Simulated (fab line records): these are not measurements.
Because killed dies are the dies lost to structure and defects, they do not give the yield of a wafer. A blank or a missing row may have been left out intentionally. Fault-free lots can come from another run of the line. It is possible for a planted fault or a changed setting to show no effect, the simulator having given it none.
fab line records | flow sky130
[record] lots = 13 wafers = 39 lastDay = 50
route steps=708 shown SONOS_ONO@171 GATE_OXIDE@194 POLY_GATE@232 PAD_OPEN@708
lots that met no fault: from a run of the same line without faults
startH: hours from the record's opening day to when the first of the lot's shown wafers began | waitH: hours since the lot's step before | " as in the row above | L1.1+2: several wafers, shown together as one row | - value missing, or start not given | * or withheld: withheld | < > ~ a bound
route shown NAME@n: names a module that has steps shown in the file, with the first one's number in the route | usual: mean/standard deviation taken from wafers without a fault | same: alike in all rows | chamber/n: place in a boat | sites: per-site readings | _std_site: the standard deviation of these | _edge_site: mean of outer sites minus mean of inner sites | radiusMm: for every site, how far away it sits from the centre of the wafer | mask NAME#n: copy n | behind: the most recent tool/chamber to have shaped the wafer | hold: reason for holding the lot/hours on hold/outcome of the hold | device: transistor that didn't switch, given as n, p or np | end of line: tests of these same wafers at the route's end | a step with no rows: only its recipe | killed: dies lost to structure and defects at the first sort, not the wafer's yield | map: a wafer's dies, x killed, . not, _ none there
set.NAME: the setting that was run; set.NAME@STEP: the one run at that earlier step | model.NAME: the simulator's own value behind a step, which no gauge read
route steps across a sampled set of lots; one table per step, one row per wafer
services: when a tool's chamber went out of use (startH, in hours from the record's first day, below 0 if earlier), for how many hours, and the reason
[[steps]]
[step SKY_SONOS_ONO_THK_MEAS_03]
[recipe] reads = Si3N4_of_SONOS_ONO_CVD_02
[usual] SONOS_ONO_CVD_02_THK = 10.55/0.13
// columns lot.wafer tool chamber startH waitH SONOS_ONO_CVD_02_THK[nm]
L135.3 filmMetro-01 - 261.02 0.0 10.49
L135.4 " - " " 10.39
L135.6 " - " " 10.39
L136.1 filmMetro-02 - 268.75 0.0 10.48
L136.3 " - " " 10.43
L136.6 " - " " 10.47
L137.1 filmMetro-02 - 286.45 0.0 10.50
L137.3 " - " " 10.56
L137.5 " - " " 10.60
L138.1 filmMetro-03 - 303.62 0.0 10.65
L138.5 " - " " 10.56
L138.6 " - " " 10.60
L139.1 filmMetro-03 - 305.20 0.0 10.61
L139.5 " - " " 10.69
L139.6 " - " " 10.61
L140.1 filmMetro-01 - 309.60 0.0 10.60
L140.3 " - " " 10.59
L140.6 " - " " 10.69
L142.1 filmMetro-03 - 327.48 0.0 10.53
L142.2 " - " " 10.49
L142.3 " - " " 10.49
L144.2 filmMetro-02 - 336.74 0.0 10.61
L144.4 " - " " 10.68
L144.5 " - " " 10.68
L147.1 filmMetro-02 - 357.75 0.0 10.70
L147.4 " - " " 10.45
L147.6 " - " " 10.74
L148.1 filmMetro-01 - 372.16 0.0 10.60
L148.2 " - " " 10.60
L148.3 " - " " 10.65
L155.1 filmMetro-03 - 429.67 0.0 10.49
L155.3 " - " " 10.53
L155.6 " - " " 10.69
L156.3 filmMetro-03 - 433.95 0.0 10.28
L156.4 " - " " 10.35
L156.6 " - " " 10.32
L157.4 filmMetro-03 - 444.09 0.0 10.26
L157.5 " - " " 10.22
L157.6 " - " " 10.38
[step SKY_SONOS_ONO_CD_MEAS_13]
[recipe] targetCdNm = 410
[usual] cdNm = 410.2/1.9
// columns lot.wafer tool chamber startH waitH cdNm
L135.3 cdSem-02 - 287.23 0.1 410.4
L135.4 " - " " 409.7
L135.6 " - " " 410.9
L136.1 cdSem-01 - 295.29 0.1 412.6
L136.3 " - " " 414.2
L136.6 " - " " 413.2
L137.1 cdSem-02 - 312.86 0.1 410.7
L137.3 " - " " 410.9
L137.5 " - " " 410.6
L138.1 cdSem-01 - 329.84 0.1 410.2
L138.5 " - " " 410.0
L138.6 " - " " 412.1
L139.1 cdSem-02 - 331.14 0.1 407.9
L139.5 " - " " 408.9
L139.6 " - " " 409.5
L140.1 cdSem-01 - 336.31 0.1 409.6
L140.3 " - " " 408.8
L140.6 " - " " 407.0
L142.1 cdSem-02 - 355.64 0.1 410.9
L142.2 " - " " 411.0
L142.3 " - " " 410.1
L144.2 cdSem-01 - 365.56 0.1 407.2
L144.4 " - " " 409.4
L144.5 " - " " 411.7
L147.1 cdSem-01 - 386.79 0.1 407.7
L147.4 " - " " 407.4
L147.6 " - " " 408.0
L148.1 cdSem-01 - 401.09 0.1 410.1
L148.2 " - " " 411.5
L148.3 " - " " 412.1
L155.1 cdSem-01 - 462.04 0.1 412.6
L155.3 " - " " 410.3
L155.6 " - " " 412.5
L156.3 cdSem-02 - 466.18 0.1 412.2
L156.4 " - " " 412.8
L156.6 " - " " 413.2
L157.4 cdSem-02 - 476.17 0.1 412.8
L157.5 " - " " 412.3
L157.6 " - " " 414.5
[step SKY_GATE_OXIDE_EXPOSE_07]
[recipe] maskId = LVOM na = 0.6 sourceShape = conventional sigmaOuter = 0.6 polarization = unpolarized targetCdNm = 600 doseMj = 170
[usual] stageVelMmS = 500.06/0.25
// columns lot.wafer tool chamber startH waitH mask stageVelMmS
L135.3 ilineStepper-01 0 302.10 - LVOM#0 500.08
L135.4 " 0 " " LVOM#0 500.16
L135.6 " 0 " " LVOM#0 500.69
L136.1 ilineStepper-02 0 310.08 - LVOM#0 500.11
L136.3 " 0 " " LVOM#0 499.79
L136.6 " 0 " " LVOM#0 500.04
L137.1 ilineStepper-02 0 330.60 - LVOM#0 500.07
L137.3 " 0 " " LVOM#0 500.09
L137.5 " 0 " " LVOM#0 500.25
L138.1 ilineStepper-02 0 346.44 - LVOM#0 500.10
L138.5 " 0 " " LVOM#0 500.27
L138.6 " 0 " " LVOM#0 500.23
L139.1 ilineStepper-02 0 350.74 - LVOM#0 500.08
L139.5 " 0 " " LVOM#0 500.23
L139.6 " 0 " " LVOM#0 500.21
L140.1 ilineStepper-01 0 353.66 - LVOM#0 500.17
L140.3 " 0 " " LVOM#0 500.26
L140.6 " 0 " " LVOM#0 500.37
L142.1 ilineStepper-02 0 372.91 - LVOM#0 499.89
L142.2 " 0 " " LVOM#0 499.78
L142.3 " 0 " " LVOM#0 499.72
L144.2 ilineStepper-02 0 383.03 - LVOM#0 500.50
L144.4 " 0 " " LVOM#0 499.98
L144.5 " 0 " " LVOM#0 500.05
L147.1 ilineStepper-02 0 405.46 - LVOM_R1#0 500.11
L147.4 " 0 " " LVOM_R1#0 500.26
L147.6 " 0 " " LVOM_R1#0 500.13
L148.1 ilineStepper-01 0 419.78 - LVOM#0 500.13
L148.2 " 0 " " LVOM#0 500.14
L148.3 " 0 " " LVOM#0 499.84
L155.1 ilineStepper-02 0 478.92 - LVOM#0 499.83
L155.3 " 0 " " LVOM#0 499.69
L155.6 " 0 " " LVOM#0 500.23
L156.3 ilineStepper-01 0 484.26 - LVOM#0 500.07
L156.4 " 0 " " LVOM#0 499.78
L156.6 " 0 " " LVOM#0 499.63
L157.4 ilineStepper-02 0 495.27 - LVOM#0 500.07
L157.5 " 0 " " LVOM#0 500.04
L157.6 " 0 " " LVOM#0 500.24
[step SKY_POLY_GATE_STRIP_18]
[recipe] chemistry = O2/N2 powerW = 1400 pressureMtorr = 1500 platenTempC = withheld o2FlowSccm = 3000 n2FlowSccm = 300 overashFraction = 0.5
[usual] drypumpMotorCurrentA = 5.4/0.44 oesProductAu = 0.360/0.0048 stripTimeToEndpointS = 3.15/0.036
// columns lot.wafer tool chamber startH waitH drypumpMotorCurrentA oesProductAu rfHoursCounterH stripTimeToEndpointS
L135.3 plasmaAsher-03 0 376.73 0.1 4.8 0.357 - 3.09
L135.4 " 1 " " 5.5 0.367 - 3.11
L135.6 " 0 " " 4.8 0.349 - 3.08
L136.1 plasmaAsher-03 0 385.10 0.0 4.8 0.366 71 3.12
L136.3 " 1 " " 5.5 0.349 - 3.12
L136.6 " 1 " " 5.5 0.345 - 3.14
L137.1 plasmaAsher-01 1 406.60 0.0 5.2 0.365 25 3.24
L137.3 " 1 " " 5.2 0.363 - 3.17
L137.5 " 1 " " 5.2 0.355 - 3.17
L138.1 plasmaAsher-02 1 421.83 0.0 6.1 0.368 65 3.13
L138.5 " 1 " " 6.2 0.358 - 3.10
L138.6 " 0 " " 6.0 0.365 - 3.13
L139.1 plasmaAsher-02 1 427.55 0.0 6.2 0.356 65 3.15
L139.5 " 1 " " 6.2 0.361 - 3.09
L139.6 " 0 " " 6.0 0.366 - 3.19
L140.1 plasmaAsher-03 1 433.15 0.0 5.5 0.360 75 3.13
L140.3 " 1 " " 5.5 0.356 - 3.17
L140.6 " 0 " " 4.8 0.367 - 3.22
L142.1 plasmaAsher-02 0 457.58 0.0 6.0 0.366 68 3.19
L142.2 " 1 " " 6.1 0.352 68 3.16
L142.3 " 1 " " 6.1 0.362 - 3.25
L144.2 plasmaAsher-01 1 467.16 0.0 5.2 0.364 31 3.14
L144.4 " 0 " " 5.5 0.361 - 3.13
L144.5 " 0 " " 5.5 0.360 - 3.13
L147.1 plasmaAsher-01 0 485.64 0.0 5.5 0.356 33 3.15
L147.4 " 0 " " 5.5 0.364 - 3.15
L147.6 " 0 " " 5.5 0.363 - 3.17
L148.1 plasmaAsher-01 0 502.74 0.0 5.5 0.362 34 3.15
L148.2 " 1 " " 5.2 0.362 34 3.15
L148.3 " 1 " " 5.2 0.352 - 3.14
L155.1 plasmaAsher-02 1 562.64 0.0 6.2 0.354 79 3.18
L155.3 " 0 " " 5.9 0.362 - 3.20
L155.6 " 0 " " 5.9 0.361 - 3.14
L156.3 plasmaAsher-03 0 566.78 0.1 4.8 0.353 - 3.10
L156.4 " 1 " " 5.5 0.355 - 3.18
L156.6 " 1 " " 5.5 0.354 - 3.14
L157.4 plasmaAsher-03 1 577.37 0.1 5.5 0.364 - 3.16
L157.5 " 1 " " 5.5 0.360 - 3.16
L157.6 " 0 " " 4.8 0.360 - 3.16
[step SKY_PAD_OPEN_PROBE_99]
[usual] killed_at_M0_to_M3 = 44/7.5 killed_at_M4_up = 3.3/1.8 killedAtContacts = 25/5.9 killedAtFrontEnd = 16/4.7 killedAtOther = 0.3/0.52 killedDies = 89/9.9 killedOpen = 49/7.8 killedShort = 40/5.8
[same] grossDies = 492 killedAtBackSide = 0
// columns lot.wafer tool chamber startH waitH killed_at_M0_to_M3 killed_at_M4_up killedAtContacts killedAtFrontEnd killedAtOther killedDies killedOpen killedShort
L147.1 prober-02 - 1157.95 0.1 54 3 27 87 0 171 48 45
L147.4 prober-02 - 1158.10 0.2 45 4 29 106 0 184 55 38
L147.6 prober-02 - 1158.20 0.2 29 5 33 105 0 172 40 40
// killed by level:class
L147.1 GATE_OXIDE:areaExpose=78 CONTACT:geometricParticle:open=11 VIA2:geometricParticle:short=9 VIA3:geometricParticle:open=9 VIA1:geometricParticle:short=7 VIA2:geometricParticle:open=7 FIELD_ISO:geometricParticle:short=6 LI_CONTACT:geometricParticle:open=6
L147.4 GATE_OXIDE:areaExpose=90 VIA1:geometricParticle:open=14 CONTACT:geometricParticle:open=10 CONTACT:geometricParticle:short=7 VIA2:geometricParticle:open=7 LI_CONTACT:geometricParticle:open=6 VIA3:geometricParticle:open=6 FIELD_ISO:geometricParticle:short=4
L147.6 GATE_OXIDE:areaExpose=91 CONTACT:geometricParticle:open=10 LI_CONTACT:geometricParticle:open=8 POLY_GATE:geometricParticle:short=7 LOCAL_INTERCONNECT:geometricParticle:short=6 CONTACT:geometricParticle:short=6 VIA2:geometricParticle:open=5 POLY_GATE:geometricParticle:open=5
[[services]]
// columns tool chamber startH hours kind
plasmaAsher-01 - 302.82 9.1 repair
ilineStepper-02 - 304.88 0.9 repair
ilineStepper-02 - 317.93 1.7 pm
plasmaAsher-01 - 344.79 1.6 repair
plasmaAsher-03 - 389.21 2.8 pm
ilineStepper-01 - 404.45 4.4 pm
plasmaAsher-03 - 411.87 3.5 repair
plasmaAsher-03 - 414.26 3.5 repair
ilineStepper-01 - 451.85 1.7 pm
plasmaAsher-03 - 463.72 1.2 repair
ilineStepper-01 - 463.93 1.5 repair
ilineStepper-02 0 478.18 - calibration
ilineStepper-01 0 490.22 - calibration
plasmaAsher-01 - 535.73 6.1 repair
ilineStepper-02 - 536.11 1.7 pm
plasmaAsher-01 - 559.72 3.9 repair
[[key]]
[firstSign] step = SKY_GATE_OXIDE_EXPOSE_07 reading = mask direction = changed
[effect] step = SKY_PAD_OPEN_PROBE_99 reading = killedAtFrontEnd direction = up sigmas = 18 usual = 16 struck = 99
[moreKillsBornAt] SKY_GATE_OXIDE_EXPOSE_07@ilineStepper-02 = 259
metAt SKY_GATE_OXIDE_EXPOSE_07
struckLots L147
testerLeftOut L147
notActingAt SKY_SONOS_ONO_THK_MEAS_03,SKY_SONOS_ONO_CD_MEAS_13,SKY_POLY_GATE_STRIP_18
onsetBetween 383.03 405.46
[fault] kind = wrongMask tool = any chamber = - onsetH = 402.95 steps = SKY_GATE_OXIDE_EXPOSE_07 auxCopy = LVOM_R1#0 cdOffsetNm = 90 scope = struckLotsOnly
// testerLeftOut: of these lots the tester's yield and bins aren't shown, on N5 and GAA mostly nor the transistor test; their killed dies are dies lost to structure and defects alone, not to doping, threshold or leakage, so they don't give the yield
